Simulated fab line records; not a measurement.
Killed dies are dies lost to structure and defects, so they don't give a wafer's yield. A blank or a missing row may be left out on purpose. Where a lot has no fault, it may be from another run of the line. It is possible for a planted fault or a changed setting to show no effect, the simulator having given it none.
The tool behind it: which one?    flow gf180mcu    at 1 step of a route of 602, 6 lots with 18 wafers sampled

## WHAT EACH GAUGE READ, for each wafer
GF_STI_CD_MEAS_12: target cd 220 nm.
lot   measured     on         cd_nm (nm)
L926  day 2 10:50  cd_sem-02  219.6 218.9 217.6
L928  day 2 22:42  cd_sem-02  219.8 218.5 219.8
L930  day 3 08:08  cd_sem-01  218.8 218.4 218.1
L936  day 4 15:31  cd_sem-01  218.9 218.3 217.4
L941  day 5 16:48  cd_sem-02  219.4 218.4 220.5
L947  day 7 00:07  cd_sem-01  217.2 218.2 218.5

## TOOL THAT RAN EACH LOT (tool first, then ch and the chambers of the sampled wafers, then the start)
The record holds no process step before these readings.

## THE ANSWER, worked out from the rows above alone
Rule: usual is defined by the lots themselves. The widest of any qualifying gaps counts: lots, ordered by their means at a reading, are off when they make up no more than a third of the lots, leave a main group of 4 or more, and stand apart from it by 3 or more times the standard deviation of that group's means. The tables above print the reading to a certain number of digits; a main group whose means all agree to those digits is not used. A lot without any number at a reading at which 4 lots or more have one is off too. All remaining lots with rows at the step are treated as sound.
No lot is off at any reading shown: from this, nothing can be told.

## WHAT THE SIMULATOR HAD INSERTED
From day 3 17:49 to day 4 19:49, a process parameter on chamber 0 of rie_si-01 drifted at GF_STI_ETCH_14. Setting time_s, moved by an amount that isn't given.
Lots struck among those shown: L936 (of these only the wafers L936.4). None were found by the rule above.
